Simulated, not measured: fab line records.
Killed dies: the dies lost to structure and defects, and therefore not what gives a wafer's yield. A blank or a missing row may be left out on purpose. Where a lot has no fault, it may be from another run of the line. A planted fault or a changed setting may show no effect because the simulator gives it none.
Code-filled problem report in 8D (eight disciplines) form -- flow sfqLine -- the parts of the form that need people (team, actions taken, sign-off) are left out

## 1. WHAT IS WRONG
Wafers free of any fault read 0.888 ohm/sq (standard deviation 0.0088) for M0_NB_RS at SFQ_M0_RS_MEAS_904, against a mean of 1.223 ohm/sq on 3 wafers of 2 lots. Relative to the usual mean, that is a shift of +38 standard deviations.
The step: measures by four-point-probe.
Earliest sighting: wafer L566.5 on filmMetro-01 at day 9 14:03. At this step, 42 wafers from 14 lots have a number in the record. Rule for "out" (also "out of limits"): further than 4 standard deviations from the usual mean. All remaining wafers that have a number are taken as sound.

## 2. WHAT IT IS, AND WHAT IT ISN'T
question,is,is not
which readings at this step,M0_NB_RS,-
which lots,"L566, L570","L556, L557, L558, L559, L561, L563, L572, L573, L575, L576, L577, L579"
which wafers of those lots,"L566.5, L570.1, L570.5","L566.3, L566.4, L570.6"
read on which gauges,"filmMetro-01, filmMetro-03",filmMetro-04
when,from day 9 14:03,"up to then (20 sound wafers); but 19 sound wafers of L570, L572, L573, L575, L576, L577, L579 came after"

## 3. SUSPECTS, AND WHAT RULES EACH OUT
Counting: if a tool at a process step up to the reading ran every lot that is out, it stays a suspect. Sound lots after the first of them don't rule it out here, since some wafers of a struck lot are sound.
- ruled out: the gauge at SFQ_M0_RS_MEAS_904. 2 gauges (filmMetro-01, filmMetro-03) read the wafers that are out.
- pvdSputter-04 at SFQ_TRILAYER_M0_DEP_SPUTTER_019 (material Nb, target thk 200 nm, time 133.3 s): kept. Ran every lot that is out, first one L566 (day 9 13:55); last sound lot up to then L559 (day 7 18:02).
Remaining after the count: pvdSputter-04 at SFQ_TRILAYER_M0_DEP_SPUTTER_019.

## 4. THE CAUSE (what the simulator had put in)
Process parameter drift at SFQ_TRILAYER_M0_DEP_SPUTTER_019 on pvdSputter-04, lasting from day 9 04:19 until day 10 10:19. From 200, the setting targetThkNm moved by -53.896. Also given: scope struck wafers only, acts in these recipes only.
The count eliminated every tool but this one.

## 5. SEQUENCE OF EFFECTS, ordered by route
Each row: a reading whose mean over the struck wafers that have a number lies more than 3 standard deviations from the usual. Scope: only readings with a usual standard deviation given in the record; hours: median across lots of the time from each lot's start at the first step in this table that gives one to its start at this step; sigmas: change in usual standard deviations.
hours,step,reading,usual,on struck wafers,change,sigmas
0,SFQ_M0_RS_MEAS_904,M0_NB_RS,0.888 ohm/sq,1.223,+0.335,+38
112,SFQ_TRILAYER_M0_ETCH_METAL_ETCH_024,oesProductAu,0.895 a.u.,0.757,-0.138,-20
Here are the process steps it includes:
- SFQ_TRILAYER_M0_ETCH_METAL_ETCH_024: etches Nb in Cl2/Ar, stops on SiO2, target depth 240 nm, time 120 s.

## 6. WHAT WOULD HAVE CAUGHT IT SOONER
10 hours passed between the start of the fault at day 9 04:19 and the first reading out of limits at a measuring or inspecting step in this record, taken at day 9 14:03.
Tool readings at SFQ_TRILAYER_M0_DEP_SPUTTER_019 with a usual standard deviation given in the record: none out on any struck wafer, hence no alarm at a limit of 4 standard deviations on them.
Of the lots that are out (2), L570 began SFQ_TRILAYER_M0_DEP_SPUTTER_019 on pvdSputter-04 after day 9 14:03. Holding the tool at that time would have saved it.
